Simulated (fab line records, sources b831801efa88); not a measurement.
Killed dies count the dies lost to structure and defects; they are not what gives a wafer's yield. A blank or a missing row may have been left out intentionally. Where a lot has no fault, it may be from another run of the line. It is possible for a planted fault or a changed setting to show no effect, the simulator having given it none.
Matching of chambers + flow gf180mcu + pecvd-04 running GF_MIM_CVD_05: 3 sister chambers
The step deposits Si3N4, target thk 42 nm, time 29.086 s. 14 wafers are shown with their chamber, then 7 later ones without.

== WAFERS WITH THEIR CHAMBER ==
| wafer  | chamber | heaterPowerW (W) |
|--------|---------|------------------|
| L633.1 | 0       | 561              |
| L633.3 | 1       | 579              |
| L633.6 | 0       | 580              |
| L634.2 | 1       | 650              |
| L634.3 | 2       | 606              |
| L634.4 | 1       | 644              |
| L638.2 | 2       | 561              |
| L638.3 | 1       | 661              |
| L638.5 | 0       | 692              |
| L639.1 | 2       | 599              |
| L639.2 | 1       | 644              |
| L639.4 | 2       | 607              |
| L642.1 | 0       | 619              |
| L642.2 | 2       | 634              |

SIGNATURES (means of the wafers above)
| reading      | chamber 0 | chamber 1 | chamber 2 | scatter within a chamber |
|--------------|-----------|-----------|-----------|--------------------------|
| heaterPowerW | 613.00    | 635.60    | 601.40    | 39.3                     |
Rule: a wafer lies at a distance from a chamber equal to the root of the sum of squares, over the readings, of (its reading less the chamber's mean, divided by the reading's scatter). If the next closest chamber is less than 2 further off than the closest, the wafer can't be placed; otherwise it belongs to the closest. How the scatter is found: for the shown wafers, subtract from each reading the mean of its chamber, square and add these, divide the total by (wafers less chambers), then take the root.

== WAFERS WITHOUT THEIR CHAMBER ==
| wafer  | heaterPowerW (W) |
|--------|------------------|
| L642.6 | 626              |
| L647.3 | 677              |
| L647.4 | 653              |
| L647.5 | 662              |
| L648.1 | 655              |
| L648.5 | 672              |
| L648.6 | 646              |

== THE CHAMBER EACH PASSED THROUGH ==
| wafer  | from the rows above          | in truth |
|--------|------------------------------|----------|
| L642.6 | can't be placed: 1 or 0 or 2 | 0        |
| L647.3 | can't be placed: 1 or 0 or 2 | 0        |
| L647.4 | can't be placed: 1 or 0 or 2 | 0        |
| L647.5 | can't be placed: 1 or 0 or 2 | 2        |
| L648.1 | can't be placed: 1 or 0 or 2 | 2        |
| L648.5 | can't be placed: 1 or 0 or 2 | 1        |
| L648.6 | can't be placed: 1 or 0 or 2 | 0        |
Correctly placed: 0 of 7. From these rows, 7 cannot be placed; in 7 the true chamber is one of the candidates. 0 placed wrongly.
